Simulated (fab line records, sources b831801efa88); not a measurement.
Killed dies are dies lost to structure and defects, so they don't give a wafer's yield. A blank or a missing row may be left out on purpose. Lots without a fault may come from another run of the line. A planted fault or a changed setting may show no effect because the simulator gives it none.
Which tool did it? | flow sky130 | 14 lots, 42 wafers sampled, at 4 steps of a route of 708

WHAT THE GAUGES READ, wafer by wafer
SKY_LOCAL_INTERCONNECT_RS_MEAS_01: measures by four-point-probe. Usual: LOCAL_INTERCONNECT_TIN_RS 14.15 ohm/sq, standard deviation 0.14.
lot  | measured     | on            | LOCAL_INTERCONNECT_TIN_RS (ohm/sq) | flag
L128 | day 29 11:59 | film_metro-02 | 13.97 14.05 14.15                  |
L129 | day 30 00:56 | film_metro-03 | 14.15 14.07 14.16                  |
L130 | day 30 11:30 | film_metro-04 | 14.41 14.25 14.26                  |
L131 | day 30 18:46 | film_metro-04 | 14.15 14.01 13.93                  |
L136 | day 32 04:50 | film_metro-04 | 14.15 14.25 14.09                  |
L137 | day 32 15:14 | film_metro-03 | 13.85 14.09 13.88                  |
L138 | day 32 18:22 | film_metro-02 | 14.16 14.06 13.92                  |
L139 | day 33 03:01 | film_metro-02 | 14.23 14.56 14.30                  |
L141 | day 33 15:55 | film_metro-04 | 14.11 14.29 14.13                  |
L140 | day 33 18:55 | film_metro-04 | 14.24 14.20 14.24                  |
L146 | day 35 03:25 | film_metro-03 | 14.07 14.01 13.92                  |
L148 | day 35 21:58 | film_metro-03 | 14.05 14.05 14.19                  |
L149 | day 36 00:02 | film_metro-04 | 14.11 14.12 13.95                  |
L151 | day 36 18:33 | film_metro-02 | 14.03 14.19 14.06                  |

SKY_LOCAL_INTERCONNECT_OVL_MEAS_12. Usual: LOCAL_INTERCONNECT_OVL -3 nm, standard deviation 5.5.
lot  | measured     | on         | LOCAL_INTERCONNECT_OVL (nm) | flag
L128 | day 30 15:44 | overlay-01 | 0 -3 -4                     |
L129 | day 31 05:00 | overlay-01 | -10 -10 -14                 |
L130 | day 31 14:17 | overlay-01 | 2 -1 -4                     |
L131 | day 31 22:37 | overlay-01 | 4 0 8                       |
L136 | day 33 08:00 | overlay-02 | -3 3 -2                     |
L137 | day 33 17:49 | overlay-01 | 1 -9 -10                    |
L138 | day 33 21:14 | overlay-01 | -7 -4 -5                    |
L139 | day 34 06:31 | overlay-01 | -8 -9 -6                    |
L141 | day 34 19:01 | overlay-01 | 1 1 12                      |
L140 | day 34 21:29 | overlay-01 | -5 -1 -8                    |
L146 | day 36 06:17 | overlay-01 | 2 6 7                       |
L148 | day 36 23:38 | overlay-02 | -5 -7 -11                   |
L149 | day 37 02:02 | overlay-02 | 0 -8 -3                     |
L151 | day 37 20:19 | overlay-02 | 0 -4 -5                     |

SKY_CONTACT_BOW_MEAS_05. Usual: CONTACT_BOW 81 um, standard deviation 6.8.
lot  | measured     | on            | CONTACT_BOW (um) | flag
L128 | day 30 17:07 | film_metro-04 | 78 76 80         |
L129 | day 31 06:19 | film_metro-03 | 73 78 81         |
L130 | day 31 15:36 | film_metro-04 | 89 81 84         |
L131 | day 32 00:00 | film_metro-04 | 82 89 75         |
L136 | day 33 09:19 | film_metro-03 | 79 86 78         |
L137 | day 33 19:05 | film_metro-01 | 85 80 74         |
L138 | day 33 22:32 | film_metro-04 | 89 96 99         |
L139 | day 34 07:53 | film_metro-04 | 87 85 86         |
L141 | day 34 20:28 | film_metro-03 | 79 81 77         |
L140 | day 34 22:49 | film_metro-04 | 86 96 84         |
L146 | day 36 07:34 | film_metro-01 | 76 83 82         |
L148 | day 37 00:53 | film_metro-01 | 78 92 78         |
L149 | day 37 03:19 | film_metro-04 | 81 97 84         |
L151 | day 37 21:38 | film_metro-01 | 70 74 73         |

WHICH TOOL RAN EACH LOT (tool, then ch and the chambers of the sampled wafers, then the start)
lot  | SKY_LOCAL_INTERCONNECT_STRIP_16
L128 | wet_bench-03 ch 2, day 30 16:06
L129 | wet_bench-02 ch 1, day 31 05:15
L130 | wet_bench-04 ch 2, day 31 14:32
L131 | wet_bench-02 ch 3, day 31 22:50
L136 | wet_bench-02 ch 0, day 33 08:16
L137 | wet_bench-03 ch 0, day 33 18:04
L138 | wet_bench-02 ch 3, day 33 21:29
L139 | wet_bench-04 ch 1, day 34 06:52
L141 | wet_bench-02 ch 1, day 34 19:22
L140 | wet_bench-02 ch 3, day 34 21:44
L146 | wet_bench-04 ch 3, day 36 06:32
L148 | wet_bench-04 ch 3, day 36 23:53
L149 | wet_bench-03 ch 2, day 37 02:17
L151 | wet_bench-02 ch 2, day 37 20:32
- SKY_LOCAL_INTERCONNECT_STRIP_16: strips in post etch residue remover, time 1223 s.

WHAT THE TOOLS THEMSELVES READ (means of the sampled wafers that have a number; where no wafer has one, the mark that the record gives instead)
SKY_LOCAL_INTERCONNECT_STRIP_16. Usual: bath_guard_temp_C 72.4 C, standard deviation 0.46; bath_heat_duty_pct 14.7 %, standard deviation 1.4.
lot  | tool         | bath_guard_temp_C (C) | bath_heat_duty_pct (%) | flag
L128 | wet_bench-03 | 72.9                  | 16.4                   |
L129 | wet_bench-02 | 72.5                  | 12.8                   |
L130 | wet_bench-04 | 71.7                  | 13.7                   |
L131 | wet_bench-02 | 71.9                  | 14.3                   |
L136 | wet_bench-02 | 72.7                  | 16.2                   |
L137 | wet_bench-03 | 72.7                  | 13.8                   |
L138 | wet_bench-02 | 71.9                  | 14.1                   |
L139 | wet_bench-04 | -                     | -                      | OFF
L141 | wet_bench-02 | -                     | -                      | OFF
L140 | wet_bench-02 | -                     | -                      | OFF
L146 | wet_bench-04 | 72.1                  | 14.5                   |
L148 | wet_bench-04 | 71.8                  | 14.7                   |
L149 | wet_bench-03 | 72.8                  | 15.9                   |
L151 | wet_bench-02 | 72.4                  | 16.4                   |

THE ANSWER, worked out from the rows above alone
Rule: a lot is off if the mean of its wafers that have a number lies more than 3 standard deviations from the usual mean. A lot without any number at a reading at which 4 lots or more have one is off too. The other lots that the step has rows for count as sound. The gauges are gone through in route order, then the tools' own readings, and for those a lot's mean is taken as printed above. The first step at which some lot is off is used, and at that step the reading that is off furthest; a lot without a number counts as furthest.
Off: L139, L141, L140, at SKY_LOCAL_INTERCONNECT_STRIP_16 (bath_guard_temp_C). Without a number there: L139, L141, L140.
A tool fits if, at that step or a process step before it, it ran every lot that is off, and no sound lot after the first of them. None of those tried fits.

WHAT THE SIMULATOR HAD PUT IN
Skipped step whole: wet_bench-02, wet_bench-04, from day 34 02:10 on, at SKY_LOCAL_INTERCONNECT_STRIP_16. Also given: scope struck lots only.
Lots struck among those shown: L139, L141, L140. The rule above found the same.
